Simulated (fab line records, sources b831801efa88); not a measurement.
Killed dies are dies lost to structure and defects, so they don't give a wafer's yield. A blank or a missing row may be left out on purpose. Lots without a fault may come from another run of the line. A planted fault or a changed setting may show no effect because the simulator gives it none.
fab line records | flow sky130
record lots=5 wafers=15 last_day=50
route steps=708 shown VT_ADJUST_HVTP@85 VT_ADJUST_LVTN@97 VT_ADJUST_NCORE@119
lots that met no fault: from a run of the same line without faults
start_h: hours from the record's first day to the start of the lot's first wafer shown | wait_h: hours since the lot's step before | " the same as in the row above | L1.1+2: a row that stands for several wafers | - no value, or no start given | * or withheld: withheld | < > ~ a bound
route shown NAME@n: a module of which the file shows steps, and the number in the route of the first | usual: mean/standard deviation of fault-free wafers | same: alike in all rows | chamber/n: place in a boat | sites: the reading at each site | _std_site: their standard deviation | _edge_site: outer sites' mean less inner sites' | radius_mm: how far each site lies from the wafer's centre | mask NAME#n: copy n | behind: the tool/chamber that last shaped the wafer | hold: why the lot was held/for how many hours/how that ended | device: the transistor (n, p or np) that didn't switch | end of line: the same wafers' tests at the end of the route | a step without rows: its recipe alone | killed: dies lost to structure and defects at the first sort, not the wafer's yield | map: a wafer's dies, x killed, . not, _ none there
set.NAME: the setting as run; set.NAME@STEP: as run at that earlier step | model.NAME: the simulator's own value behind a step, which no gauge read
lots at some steps of the route; a table a step, a row a wafer
services: from which hour (start_h, from the record's first day; less than 0 if before it) a tool's chamber was out of use, for how many hours, and why
## steps
# step SKY_VT_ADJUST_HVTP_DEHYDRATE_00
# recipe temp_c=200 time_s=60
# columns lot.wafer tool chamber start_h wait_h
L074.2+4+6 litho_track-03 0 115.09 8.7
L084.2+5+6 litho_track-04 0 173.46 9.6
L085.1+4+6 litho_track-01 0 178.88 9.4
L089.2+3+5 litho_track-03 0 200.74 10.4
L092.1+4+5 litho_track-03 0 244.42 11.2
# step SKY_VT_ADJUST_HVTP_HMDS_01
# recipe prime_time_s=60 prime_temp_c=120
# columns lot.wafer tool chamber start_h wait_h
L074.2+4+6 litho_track-03 0 115.24 0.1
L084.2+5+6 litho_track-04 0 173.61 0.1
L085.1+4+6 litho_track-01 0 179.03 0.1
L089.2+3+5 litho_track-03 0 200.89 0.1
L092.1+4+5 litho_track-03 0 244.57 0.1
# step SKY_VT_ADJUST_HVTP_COAT_02
# recipe resist=NOVOLAK spin_rpm=3000 resist_thk_nm=1140
# usual spin_speed_rpm=3000.3/2
# columns lot.wafer tool chamber start_h wait_h spin_speed_rpm
L074.2 litho_track-03 0 115.39 0.1 3001.5
L074.4 " 0 " " 2999.0
L074.6 " 0 " " 2999.6
L084.2 litho_track-04 0 173.76 0.1 2996.2
L084.5 " 0 " " 2997.5
L084.6 " 0 " " 2999.9
L085.1 litho_track-01 0 179.18 0.1 2998.8
L085.4 " 0 " " 2998.6
L085.6 " 0 " " 2998.8
L089.2 litho_track-03 0 201.04 0.1 2997.8
L089.3 " 0 " " 3000.9
L089.5 " 0 " " 2997.0
L092.1 litho_track-03 0 244.72 0.1 2996.8
L092.4 " 0 " " 3000.7
L092.5 " 0 " " 2999.7
# step SKY_VT_ADJUST_HVTP_SOFTBAKE_03
# recipe temp_c=90 time_s=60 resist=NOVOLAK
# columns lot.wafer tool chamber start_h wait_h
L074.2+4+6 litho_track-03 0 115.54 0.1
L084.2+5+6 litho_track-04 0 173.91 0.1
L085.1+4+6 litho_track-01 0 179.33 0.1
L089.2+3+5 litho_track-03 0 201.19 0.1
L092.1+4+5 litho_track-03 0 244.87 0.1
# step SKY_VT_ADJUST_HVTP_EXPOSE_04
# recipe mask_id=HVTPM na=0.6 source_shape=conventional sigma_outer=0.6 polarization=unpolarized target_cd_nm=380 dose_mj=142.5
# columns lot.wafer tool chamber start_h wait_h mask
L074.2+4+6 iline_stepper-01 0 - - HVTPM#0
L084.2+5+6 iline_stepper-02 0 - - HVTPM#0
L085.1+4+6 iline_stepper-02 0 - - HVTPM#0
L089.2+3+5 iline_stepper-01 0 - - HVTPM#0
L092.1+4+5 iline_stepper-02 0 - - HVTPM#0
# step SKY_VT_ADJUST_HVTP_PEB_05
# recipe temp_c=withheld time_s=* resist=NOVOLAK
# columns lot.wafer tool chamber start_h wait_h
L074.2+4+6 litho_track-03 0 - -
L084.2+5+6 litho_track-04 0 - -
L085.1+4+6 litho_track-03 0 - -
L089.2+3+5 litho_track-03 0 - -
L092.1+4+5 litho_track-01 0 - -
# step SKY_VT_ADJUST_HVTP_DEVELOP_06
# recipe resist=NOVOLAK developer=TMAH develop_time_s=60 dev_temp_c=23
# columns lot.wafer tool chamber start_h wait_h
L074.2+4+6 litho_track-03 0 124.29 0.1
L084.2+5+6 litho_track-04 0 184.21 0.1
L085.1+4+6 litho_track-03 0 189.82 0.1
L089.2+3+5 litho_track-03 0 212.24 0.1
L092.1+4+5 litho_track-01 0 255.88 0.1
# step SKY_VT_ADJUST_HVTP_CD_MEAS_07
# recipe target_cd_nm=380
# usual cd_nm=379.4/2.4
# columns lot.wafer tool chamber start_h wait_h cd_nm
L074.2 cd_sem-02 - 124.44 0.1 379.1
L074.4 " - " " 379.6
L074.6 " - " " 380.3
L084.2 cd_sem-02 - 184.36 0.1 379.3
L084.5 " - " " 379.9
L084.6 " - " " 381.4
L085.1 cd_sem-02 - 189.97 0.1 383.2
L085.4 " - " " 382.0
L085.6 " - " " 382.6
L089.2 cd_sem-02 - 212.39 0.1 377.4
L089.3 " - " " 377.6
L089.5 " - " " 378.6
L092.1 cd_sem-02 - 256.03 0.1 378.5
L092.4 " - " " 375.7
L092.5 " - " " 378.3
# step SKY_VT_ADJUST_HVTP_OVL_MEAS_08
# usual VT_ADJUST_HVTP_OVL=0.0/1.3
# columns lot.wafer tool chamber start_h wait_h VT_ADJUST_HVTP_OVL[nm]
L074.2 overlay-01 - 124.54 0.1 -1.3
L074.4 " - " " 0.8
L074.6 " - " " -0.5
L084.2 overlay-02 - 184.47 0.1 0.8
L084.5 " - " " -0.5
L084.6 " - " " 1.7
L085.1 overlay-02 - 190.09 0.1 -2.3
L085.4 " - " " -1.3
L085.6 " - " " -2.3
L089.2 overlay-01 - 212.49 0.1 -0.9
L089.3 " - " " 0.6
L089.5 " - " " -0.9
L092.1 overlay-02 - 256.15 0.1 -1.1
L092.4 " - " " -1.4
L092.5 " - " " -2.9
# step SKY_VT_ADJUST_HVTP_IMPLANT_09
# recipe species=As energy_kev=150 dose_cm2=4.3e+12 tilt_deg=withheld
# usual beam_energy_keV=150.00/0.044
# columns lot.wafer tool chamber start_h wait_h beam_energy_keV
L074.2 implanter-02 0 124.60 0.0 149.99
L074.4 " 0 " " 150.01
L074.6 " 0 " " 149.95
L084.2 implanter-01 0 184.52 0.0 149.97
L084.5 " 0 " " 149.94
L084.6 " 0 " " 149.98
L085.1 implanter-02 0 190.12 0.0 150.01
L085.4 " 0 " " 150.02
L085.6 " 0 " " 149.99
L089.2 implanter-02 0 212.55 0.0 149.97
L089.3 " 0 " " 150.02
L089.5 " 0 " " 150.04
L092.1 implanter-02 0 256.19 0.0 149.94
L092.4 " 0 " " 149.93
L092.5 " 0 " " 149.98
# step SKY_VT_ADJUST_HVTP_STRIP_10
# recipe chemistry=O2/N2 power_w=1400 pressure_mtorr=1500 platen_temp_c=withheld o2_flow_sccm=3000 n2_flow_sccm=300 overash_fraction=0.5
# usual drypump_motor_current_A=6.0/0.42 oes_product_au=0.715/0.0047 strip_time_to_endpoint_s=14.19/0.046
# columns lot.wafer tool chamber start_h wait_h drypump_motor_current_A oes_product_au rf_hours_counter_h strip_time_to_endpoint_s
L074.2 plasma_asher-01 0 124.72 0.1 5.7 0.716 47 14.18
L074.4 " 0 " " 5.7 0.712 - 14.20
L074.6 " 0 " " 5.7 0.707 - 14.17
L084.2 plasma_asher-04 1 184.65 0.1 6.1 0.720 37 14.19
L084.5 " 1 " " 6.1 0.711 - 14.21
L084.6 " 0 " " 5.7 0.713 - 14.16
L085.1 plasma_asher-04 1 190.27 0.1 6.1 0.725 38 14.23
L085.4 " 0 " " 5.7 0.720 - 14.25
L085.6 " 1 " " 6.1 0.712 - 14.22
L089.2 plasma_asher-01 0 212.67 0.1 5.7 0.716 57 14.21
L089.3 " 1 " " 6.5 0.714 - 14.21
L089.5 " 1 " " 6.6 0.713 - 14.22
L092.1 plasma_asher-01 1 256.34 0.1 6.5 0.709 61 14.12
L092.4 " 0 " " 5.7 0.717 - 14.12
L092.5 " 1 " " 6.5 0.721 - 14.11
# step SKY_VT_ADJUST_HVTP_TW_MEAS_11
# usual VT_ADJUST_HVTP_TW=1353/6.5
# columns lot.wafer tool chamber start_h wait_h VT_ADJUST_HVTP_TW
L074.2 film_metro-01 - 124.83 0.1 1354
L074.4 " - " " 1351
L074.6 " - " " 1356
L084.2 film_metro-02 - 184.76 0.1 1348
L084.5 " - " " 1354
L084.6 " - " " 1346
L085.1 film_metro-03 - 190.37 0.1 1348
L085.4 " - " " 1343
L085.6 " - " " 1349
L089.2 film_metro-03 - 212.78 0.1 1349
L089.3 " - " " 1343
L089.5 " - " " 1352
L092.1 film_metro-02 - 256.44 0.1 1348
L092.4 " - " " 1363
L092.5 " - " " 1349
# step SKY_VT_ADJUST_LVTN_DEHYDRATE_00
# recipe temp_c=200 time_s=60
# columns lot.wafer tool chamber start_h wait_h
L074.2+4+6 litho_track-04 0 133.52 8.7
L084.2+5+6 litho_track-04 0 194.71 9.9
L085.1+4+6 litho_track-02 0 200.44 10.1
L089.2+3+5 litho_track-04 0 223.31 10.5
L092.1+4+5 litho_track-02 0 267.49 11.0
# step SKY_VT_ADJUST_LVTN_HMDS_01
# recipe prime_time_s=60 prime_temp_c=120
# columns lot.wafer tool chamber start_h wait_h
L074.2+4+6 litho_track-04 0 133.67 0.1
L084.2+5+6 litho_track-04 0 194.86 0.1
L085.1+4+6 litho_track-02 0 200.59 0.1
L089.2+3+5 litho_track-04 0 223.46 0.1
L092.1+4+5 litho_track-02 0 267.64 0.1
# step SKY_VT_ADJUST_LVTN_COAT_02
# recipe spin_rpm=2000 resist_thk_nm=3000
# usual spin_speed_rpm=2000.1/1.2
# columns lot.wafer tool chamber start_h wait_h spin_speed_rpm
L074.2 litho_track-04 0 133.82 0.1 1999.7
L074.4 " 0 " " 1997.2
L074.6 " 0 " " 2001.1
L084.2 litho_track-04 0 195.01 0.1 1998.3
L084.5 " 0 " " 2000.4
L084.6 " 0 " " 2000.1
L085.1 litho_track-02 0 200.74 0.1 2001.5
L085.4 " 0 " " 2000.6
L085.6 " 0 " " 2000.1
L089.2 litho_track-04 0 223.61 0.1 1999.2
L089.3 " 0 " " 2000.4
L089.5 " 0 " " 1999.2
L092.1 litho_track-02 0 267.79 0.1 2000.9
L092.4 " 0 " " 2000.4
L092.5 " 0 " " 2001.2
# step SKY_VT_ADJUST_LVTN_SOFTBAKE_03
# recipe temp_c=110 time_s=withheld
# columns lot.wafer tool chamber start_h wait_h
L074.2+4+6 litho_track-04 0 133.97 0.1
L084.2+5+6 litho_track-04 0 195.17 0.1
L085.1+4+6 litho_track-02 0 200.89 0.1
L089.2+3+5 litho_track-04 0 223.77 0.1
L092.1+4+5 litho_track-02 0 267.94 0.1
# step SKY_VT_ADJUST_LVTN_EXPOSE_04
# recipe mask_id=NWM_COMPLEMENT_LESS_NATIVE na=0.6 source_shape=conventional sigma_outer=0.6 polarization=unpolarized target_cd_nm=840 dose_mj=194
# columns lot.wafer tool chamber start_h wait_h mask
L074.2+4+6 iline_stepper-01 0 - - NWM_COMPLEMENT_LESS_NATIVE#0
L084.2+5+6 iline_stepper-01 0 - - NWM_COMPLEMENT_LESS_NATIVE#0
L085.1+4+6 iline_stepper-01 0 - - NWM_COMPLEMENT_LESS_NATIVE#0
L089.2+3+5 iline_stepper-02 0 - - NWM_COMPLEMENT_LESS_NATIVE#0
L092.1+4+5 iline_stepper-02 0 - - NWM_COMPLEMENT_LESS_NATIVE#0
# step SKY_VT_ADJUST_LVTN_PEB_05
# recipe temp_c=115 time_s=withheld
# columns lot.wafer tool chamber start_h wait_h
L074.2+4+6 litho_track-02 0 - -
L084.2+5+6 litho_track-04 0 - -
L085.1+4+6 litho_track-03 0 - -
L089.2+3+5 litho_track-02 0 - -
L092.1+4+5 litho_track-02 0 - -
# step SKY_VT_ADJUST_LVTN_DEVELOP_06
# recipe wall_angle_deg=90 developer=TMAH develop_time_s=60 dev_temp_c=23
# columns lot.wafer tool chamber start_h wait_h
L074.2+4+6 litho_track-02 0 - -
L084.2+5+6 litho_track-04 0 - -
L085.1+4+6 litho_track-03 0 - -
L089.2+3+5 litho_track-02 0 - -
L092.1+4+5 litho_track-02 0 - -
# step SKY_VT_ADJUST_LVTN_OVL_MEAS_07
# usual VT_ADJUST_LVTN_OVL=0.4/1.3
# columns lot.wafer tool chamber start_h wait_h VT_ADJUST_LVTN_OVL[nm]
L074.2 overlay-01 - 142.34 - 2.5
L074.4 " - " " 0.7
L074.6 " - " " 0.0
L084.2 overlay-01 - 205.45 - 2.7
L084.5 " - " " -0.2
L084.6 " - " " 2.1
L085.1 overlay-02 - 212.07 - 0.8
L085.4 " - " " 1.8
L085.6 " - " " 1.1
L089.2 overlay-01 - 234.94 - 0.7
L089.3 " - " " -1.9
L089.5 " - " " 0.9
L092.1 overlay-02 - 280.39 - -0.6
L092.4 " - " " -2.3
L092.5 " - " " -2.4
# step SKY_VT_ADJUST_LVTN_IMPLANT_08
# recipe species=B energy_kev=30 dose_cm2=1.604e+12 tilt_deg=withheld
# usual beam_energy_keV=29.998/0.01
# columns lot.wafer tool chamber start_h wait_h beam_energy_keV
L074.2 implanter-01 0 142.40 0.0 29.983
L074.4 " 0 " " 29.988
L074.6 " 0 " " 29.998
L084.2 implanter-01 0 205.50 0.0 29.994
L084.5 " 0 " " 29.997
L084.6 " 0 " " 30.012
L085.1 implanter-04 0 212.10 0.0 29.989
L085.4 " 0 " " 30.000
L085.6 " 0 " " 30.008
L089.2 implanter-03 0 235.00 0.0 30.016
L089.3 " 0 " " 30.008
L089.5 " 0 " " 29.998
L092.1 implanter-04 0 280.42 0.0 29.978
L092.4 " 0 " " 29.977
L092.5 " 0 " " 30.001
# step SKY_VT_ADJUST_LVTN_STRIP_09
# recipe chemistry=O2/N2 power_w=1400 pressure_mtorr=1500 platen_temp_c=withheld o2_flow_sccm=3000 n2_flow_sccm=300 overash_fraction=0.5
# usual drypump_motor_current_A=5.9/0.38 oes_product_au=0.722/0.0045 strip_time_to_endpoint_s=36.92/0.12
# columns lot.wafer tool chamber start_h wait_h drypump_motor_current_A oes_product_au rf_hours_counter_h strip_time_to_endpoint_s
L074.2 plasma_asher-04 0 142.52 0.1 5.7 0.724 33 36.79
L074.4 " 1 " " 6.1 0.722 - 36.91
L074.6 " 0 " " 5.7 0.722 - 36.80
L084.2 plasma_asher-01 0 205.63 0.1 5.7 0.719 56 36.89
L084.5 " 0 " " 5.7 0.722 - 36.89
L084.6 " 1 " " 6.6 0.728 - 36.83
L085.1 plasma_asher-03 1 212.25 0.1 5.7 0.723 57 37.04
L085.4 " 0 " " 5.3 0.719 - 36.97
L085.6 " 1 " " 5.7 0.714 - 36.98
L089.2 plasma_asher-04 1 235.12 0.1 6.1 0.720 42 36.95
L089.3 " 1 " " 6.1 0.723 - 36.91
L089.5 " 0 " " 5.7 0.720 - 36.80
L092.1 plasma_asher-01 0 280.57 0.1 5.8 0.724 63 36.93
L092.4 " 1 " " 6.5 0.729 - 36.98
L092.5 " 0 " " 5.8 0.730 - 37.08
# step SKY_VT_ADJUST_LVTN_TW_MEAS_10
# usual VT_ADJUST_LVTN_TW=242.5/1.3
# columns lot.wafer tool chamber start_h wait_h VT_ADJUST_LVTN_TW
L074.2 film_metro-03 - 142.63 0.1 244.5
L074.4 " - " " 243.9
L074.6 " - " " 244.2
L084.2 film_metro-03 - 205.74 0.1 242.1
L084.5 " - " " 241.3
L084.6 " - " " 241.0
L085.1 film_metro-02 - 212.35 0.1 244.2
L085.4 " - " " 244.2
L085.6 " - " " 243.7
L089.2 film_metro-04 - 235.23 0.1 244.4
L089.3 " - " " 243.7
L089.5 " - " " 243.6
L092.1 film_metro-03 - 280.67 0.1 242.4
L092.4 " - " " 241.0
L092.5 " - " " 239.9
# step SKY_VT_ADJUST_LVTN_DEHYDRATE_11
# recipe temp_c=200 time_s=60
# columns lot.wafer tool chamber start_h wait_h
L074.2+4+6 litho_track-02 0 151.61 9.0
L084.2+5+6 litho_track-04 0 216.16 10.4
L085.1+4+6 litho_track-02 0 222.94 10.6
L089.2+3+5 litho_track-02 0 246.61 11.4
L092.1+4+5 litho_track-04 0 292.64 12.0
# step SKY_VT_ADJUST_LVTN_HMDS_12
# recipe prime_time_s=60 prime_temp_c=120
# columns lot.wafer tool chamber start_h wait_h
L074.2+4+6 litho_track-02 0 151.76 0.1
L084.2+5+6 litho_track-04 0 216.31 0.1
L085.1+4+6 litho_track-02 0 223.09 0.1
L089.2+3+5 litho_track-02 0 246.76 0.1
L092.1+4+5 litho_track-04 0 292.79 0.1
# step SKY_VT_ADJUST_LVTN_COAT_13
# recipe resist=NOVOLAK spin_rpm=3000 resist_thk_nm=1140
# usual spin_speed_rpm=3000.1/2.1
# columns lot.wafer tool chamber start_h wait_h spin_speed_rpm
L074.2 litho_track-02 0 151.91 0.1 3000.3
L074.4 " 0 " " 3000.3
L074.6 " 0 " " 2999.7
L084.2 litho_track-04 0 216.46 0.1 2998.2
L084.5 " 0 " " 3002.0
L084.6 " 0 " " 3000.3
L085.1 litho_track-02 0 223.24 0.1 2998.7
L085.4 " 0 " " 2996.8
L085.6 " 0 " " 2999.6
L089.2 litho_track-02 0 246.91 0.1 2997.5
L089.3 " 0 " " 2999.9
L089.5 " 0 " " 2999.2
L092.1 litho_track-04 0 292.94 0.1 3000.5
L092.4 " 0 " " 2998.8
L092.5 " 0 " " 2994.6
# step SKY_VT_ADJUST_LVTN_SOFTBAKE_14
# recipe temp_c=90 time_s=60 resist=NOVOLAK
# columns lot.wafer tool chamber start_h wait_h
L074.2+4+6 litho_track-02 0 152.06 0.1
L084.2+5+6 litho_track-04 0 216.61 0.1
L085.1+4+6 litho_track-02 0 223.39 0.1
L089.2+3+5 litho_track-02 0 247.06 0.1
L092.1+4+5 litho_track-04 0 293.09 0.1
# step SKY_VT_ADJUST_LVTN_EXPOSE_15
# recipe mask_id=HVN_STD_DERIVED na=0.6 source_shape=conventional sigma_outer=0.6 polarization=unpolarized target_cd_nm=600 dose_mj=163
# columns lot.wafer tool chamber start_h wait_h mask
L074.2+4+6 iline_stepper-02 0 - - HVN_STD_DERIVED#0
L084.2+5+6 iline_stepper-02 0 - - HVN_STD_DERIVED#0
L085.1+4+6 iline_stepper-02 0 - - HVN_STD_DERIVED#0
L089.2+3+5 iline_stepper-01 0 - - HVN_STD_DERIVED#0
L092.1+4+5 iline_stepper-01 0 - - HVN_STD_DERIVED#0
# step SKY_VT_ADJUST_LVTN_PEB_16
# recipe temp_c=withheld time_s=* resist=NOVOLAK
# columns lot.wafer tool chamber start_h wait_h
L074.2+4+6 litho_track-02 0 - -
L084.2+5+6 litho_track-04 0 - -
L085.1+4+6 litho_track-02 0 - -
L089.2+3+5 litho_track-03 0 - -
L092.1+4+5 litho_track-02 0 - -
# step SKY_VT_ADJUST_LVTN_DEVELOP_17
# recipe resist=NOVOLAK developer=TMAH develop_time_s=60 dev_temp_c=23
# columns lot.wafer tool chamber start_h wait_h
L074.2+4+6 litho_track-02 0 161.46 0.1
L084.2+5+6 litho_track-04 0 227.76 0.1
L085.1+4+6 litho_track-02 0 234.14 0.1
L089.2+3+5 litho_track-03 0 258.44 0.1
L092.1+4+5 litho_track-02 0 305.89 0.1
# step SKY_VT_ADJUST_LVTN_OVL_MEAS_18
# usual VT_ADJUST_LVTN_01_OVL=-1.5/1.2
# columns lot.wafer tool chamber start_h wait_h VT_ADJUST_LVTN_01_OVL[nm]
L074.2 overlay-01 - 161.59 0.1 -0.4
L074.4 " - " " -0.7
L074.6 " - " " -1.5
L084.2 overlay-01 - 227.90 0.1 -0.3
L084.5 " - " " -2.4
L084.6 " - " " 0.4
L085.1 overlay-01 - 234.29 0.1 -1.5
L085.4 " - " " -4.1
L085.6 " - " " -3.3
L089.2 overlay-01 - 258.57 0.1 -1.8
L089.3 " - " " -2.4
L089.5 " - " " -1.0
L092.1 overlay-02 - 306.04 0.1 -1.7
L092.4 " - " " -2.4
L092.5 " - " " -1.5
# step SKY_VT_ADJUST_LVTN_IMPLANT_19
# recipe species=B energy_kev=30 dose_cm2=6.5e+11 tilt_deg=withheld
# usual beam_energy_keV=29.998/0.0097
# columns lot.wafer tool chamber start_h wait_h beam_energy_keV
L074.2 implanter-03 0 161.65 0.0 29.991
L074.4 " 0 " " 29.999
L074.6 " 0 " " 29.997
L084.2 implanter-03 0 227.95 0.0 29.995
L084.5 " 0 " " 29.999
L084.6 " 0 " " 29.993
L085.1 implanter-01 0 234.32 0.0 30.003
L085.4 " 0 " " 29.995
L085.6 " 0 " " 30.008
L089.2 implanter-01 0 258.65 0.1 30.006
L089.3 " 0 " " 29.992
L089.5 " 0 " " 30.000
L092.1 implanter-03 0 306.07 0.0 29.997
L092.4 " 0 " " 30.005
L092.5 " 0 " " 29.994
# step SKY_VT_ADJUST_LVTN_STRIP_20
# recipe chemistry=O2/N2 power_w=1400 pressure_mtorr=1500 platen_temp_c=withheld o2_flow_sccm=3000 n2_flow_sccm=300 overash_fraction=0.5
# usual drypump_motor_current_A=5.8/0.38 oes_product_au=0.716/0.0045 strip_time_to_endpoint_s=14.19/0.048
# columns lot.wafer tool chamber start_h wait_h drypump_motor_current_A oes_product_au rf_hours_counter_h strip_time_to_endpoint_s
L074.2 plasma_asher-04 1 161.77 0.1 6.1 0.709 35 14.29
L074.4 " 1 " " 6.1 0.715 - 14.27
L074.6 " 0 " " 5.7 0.717 - 14.26
L084.2 plasma_asher-03 0 228.08 0.1 5.3 0.721 58 14.20
L084.5 " 0 " " 5.3 0.714 - 14.18
L084.6 " 1 " " 5.7 0.711 - 14.15
L085.1 plasma_asher-03 1 234.47 0.1 5.8 0.715 59 14.18
L085.4 " 0 " " 5.3 0.716 - 14.14
L085.6 " 0 " " 5.3 0.713 - 14.19
L089.2 plasma_asher-03 0 258.90 0.2 5.3 0.706 62 14.16
L089.3 " 1 " " 5.8 0.719 - 14.16
L089.5 " 1 " " 5.8 0.723 - 14.16
L092.1 plasma_asher-03 1 306.22 0.1 5.7 0.705 66 14.20
L092.4 " 0 " " 5.3 0.716 - 14.22
L092.5 " 0 " " 5.3 0.702 - 14.21
# step SKY_VT_ADJUST_LVTN_TW_MEAS_21
# usual VT_ADJUST_LVTN_2_TW=187.9/0.92
# columns lot.wafer tool chamber start_h wait_h VT_ADJUST_LVTN_2_TW
L074.2 film_metro-02 - 161.88 0.1 187.6
L074.4 " - " " 188.7
L074.6 " - " " 187.8
L084.2 film_metro-03 - 228.19 0.1 187.7
L084.5 " - " " 188.2
L084.6 " - " " 187.4
L085.1 film_metro-02 - 234.57 0.1 188.0
L085.4 " - " " 188.1
L085.6 " - " " 187.8
L089.2 film_metro-04 - 259.01 0.1 186.9
L089.3 " - " " 188.0
L089.5 " - " " 188.9
L092.1 film_metro-04 - 306.32 0.1 187.4
L092.4 " - " " 186.9
L092.5 " - " " 188.0
# step SKY_VT_ADJUST_NCORE_DEHYDRATE_00
# recipe temp_c=200 time_s=60
# columns lot.wafer tool chamber start_h wait_h
L074.2+4+6 litho_track-01 0 171.51 9.6
L084.2+5+6 litho_track-04 0 239.16 11.0
L085.1+4+6 litho_track-02 0 245.69 11.1
L089.2+3+5 litho_track-01 0 270.86 11.8
L092.1+4+5 litho_track-02 0 318.54 12.2
# step SKY_VT_ADJUST_NCORE_HMDS_01
# recipe prime_time_s=60 prime_temp_c=120
# columns lot.wafer tool chamber start_h wait_h
L074.2+4+6 litho_track-01 0 171.66 0.1
L084.2+5+6 litho_track-04 0 239.31 0.1
L085.1+4+6 litho_track-02 0 245.84 0.1
L089.2+3+5 litho_track-01 0 271.01 0.1
L092.1+4+5 litho_track-02 0 318.69 0.1
# step SKY_VT_ADJUST_NCORE_COAT_02
# recipe resist=NOVOLAK spin_rpm=3000 resist_thk_nm=1140
# usual spin_speed_rpm=2999.9/1.8
# columns lot.wafer tool chamber start_h wait_h spin_speed_rpm
L074.2 litho_track-01 0 171.81 0.1 3001.1
L074.4 " 0 " " 3002.1
L074.6 " 0 " " 3000.2
L084.2 litho_track-04 0 239.46 0.1 2997.6
L084.5 " 0 " " 2998.9
L084.6 " 0 " " 2999.1
L085.1 litho_track-02 0 245.99 0.1 3000.1
L085.4 " 0 " " 3001.1
L085.6 " 0 " " 3002.3
L089.2 litho_track-01 0 271.16 0.1 3000.2
L089.3 " 0 " " 2998.8
L089.5 " 0 " " 3000.8
L092.1 litho_track-02 0 318.84 0.1 3000.3
L092.4 " 0 " " 2999.2
L092.5 " 0 " " 2998.1
# step SKY_VT_ADJUST_NCORE_SOFTBAKE_03
# recipe temp_c=90 time_s=60 resist=NOVOLAK
# columns lot.wafer tool chamber start_h wait_h
L074.2+4+6 litho_track-01 0 171.96 0.1
L084.2+5+6 litho_track-04 0 239.61 0.1
L085.1+4+6 litho_track-02 0 246.14 0.1
L089.2+3+5 litho_track-01 0 271.31 0.1
L092.1+4+5 litho_track-02 0 318.99 0.1
# step SKY_VT_ADJUST_NCORE_EXPOSE_04
# recipe mask_id=LVTN_COMPLEMENT_THIN na=0.6 source_shape=conventional sigma_outer=0.6 polarization=unpolarized target_cd_nm=380 dose_mj=139.9
# columns lot.wafer tool chamber start_h wait_h mask
L074.2+4+6 iline_stepper-02 0 - - LVTN_COMPLEMENT_THIN#0
L084.2+5+6 iline_stepper-01 0 - - LVTN_COMPLEMENT_THIN#0
L085.1+4+6 iline_stepper-02 0 - - LVTN_COMPLEMENT_THIN#0
L089.2+3+5 iline_stepper-02 0 - - LVTN_COMPLEMENT_THIN#0
L092.1+4+5 iline_stepper-02 0 - - LVTN_COMPLEMENT_THIN#0
# step SKY_VT_ADJUST_NCORE_PEB_05
# recipe temp_c=withheld time_s=* resist=NOVOLAK
# columns lot.wafer tool chamber start_h wait_h
L074.2+4+6 litho_track-04 0 - -
L084.2+5+6 litho_track-02 0 - -
L085.1+4+6 litho_track-01 0 - -
L089.2+3+5 litho_track-04 0 - -
L092.1+4+5 litho_track-04 0 - -
# step SKY_VT_ADJUST_NCORE_DEVELOP_06
# recipe resist=NOVOLAK developer=TMAH develop_time_s=60 dev_temp_c=23
# columns lot.wafer tool chamber start_h wait_h
L074.2+4+6 litho_track-04 0 182.16 0.1
L084.2+5+6 litho_track-02 0 251.16 0.1
L085.1+4+6 litho_track-01 0 257.58 0.1
L089.2+3+5 litho_track-04 0 283.61 0.1
L092.1+4+5 litho_track-04 0 331.74 0.1
# step SKY_VT_ADJUST_NCORE_CD_MEAS_07
# recipe target_cd_nm=380
# usual cd_nm=380.2/2.7
# columns lot.wafer tool chamber start_h wait_h cd_nm
L074.2 cd_sem-02 - 182.31 0.1 377.9
L074.4 " - " " 379.3
L074.6 " - " " 378.2
L084.2 cd_sem-02 - 251.31 0.1 379.8
L084.5 " - " " 379.4
L084.6 " - " " 380.1
L085.1 cd_sem-01 - 257.73 0.1 381.8
L085.4 " - " " 384.7
L085.6 " - " " 382.8
L089.2 cd_sem-01 - 283.76 0.1 375.2
L089.3 " - " " 375.6
L089.5 " - " " 376.2
L092.1 cd_sem-01 - 331.89 0.1 383.2
L092.4 " - " " 383.8
L092.5 " - " " 383.3
# step SKY_VT_ADJUST_NCORE_OVL_MEAS_08
# usual VT_ADJUST_NCORE_OVL=-0.4/1.5
# columns lot.wafer tool chamber start_h wait_h VT_ADJUST_NCORE_OVL[nm]
L074.2 overlay-01 - 182.42 0.1 0.8
L074.4 " - " " -0.3
L074.6 " - " " -0.9
L084.2 overlay-01 - 251.41 0.1 -1.5
L084.5 " - " " -1.7
L084.6 " - " " -1.3
L085.1 overlay-01 - 257.85 0.1 0.9
L085.4 " - " " 2.1
L085.6 " - " " 0.2
L089.2 overlay-02 - 283.87 0.1 -0.4
L089.3 " - " " 0.5
L089.5 " - " " 2.4
L092.1 overlay-02 - 332.01 0.1 1.2
L092.4 " - " " -0.5
L092.5 " - " " 2.6
# step SKY_VT_ADJUST_NCORE_IMPLANT_09
# recipe species=B energy_kev=10 dose_cm2=2.4e+12 tilt_deg=withheld
# usual beam_energy_keV=10.001/0.0029
# columns lot.wafer tool chamber start_h wait_h beam_energy_keV
L074.2 implanter-02 0 182.47 0.0 10.002
L074.4 " 0 " " 10.004
L074.6 " 0 " " 10.001
L084.2 implanter-02 0 251.47 0.0 10.001
L084.5 " 0 " " 9.9982
L084.6 " 0 " " 9.9959
L085.1 implanter-01 0 257.89 0.0 10.003
L085.4 " 0 " " 9.9993
L085.6 " 0 " " 9.9978
L089.2 implanter-03 0 283.92 0.0 10.001
L089.3 " 0 " " 10.005
L089.5 " 0 " " 10.004
L092.1 implanter-03 0 332.05 0.0 9.9956
L092.4 " 0 " " 10.004
L092.5 " 0 " " 10.005
## services
# columns tool chamber start_h hours kind
iline_stepper-02 - 96.68 3.3 repair
implanter-01 - 99.87 3.9 pm
implanter-03 - 112.93 4.4 pm
implanter-01 - 115.93 1.9 repair
plasma_asher-04 - 123.31 2.0 repair
plasma_asher-04 - 129.92 0.5 repair
implanter-02 - 134.17 31.2 pm
implanter-02 - 165.34 5.1 pm
implanter-04 - 182.92 1.8 repair
iline_stepper-02 - 192.00 8.9 pm
iline_stepper-02 - 200.89 1.7 pm
plasma_asher-01 - 221.07 2.8 pm
implanter-03 - 236.82 2.7 repair
implanter-01 - 237.92 2.5 repair
implanter-04 - 239.93 2.9 repair
iline_stepper-01 - 260.68 1.7 pm
implanter-01 - 262.49 2.2 repair
implanter-03 - 268.53 4.8 pm
implanter-01 - 273.31 4.9 pm
implanter-03 - 280.69 1.9 repair
implanter-01 - 307.40 3.8 repair
iline_stepper-01 - 308.25 5.6 repair
implanter-03 - 328.04 3.9 repair
implanter-02 - 330.00 3.5 repair
## key
fault none
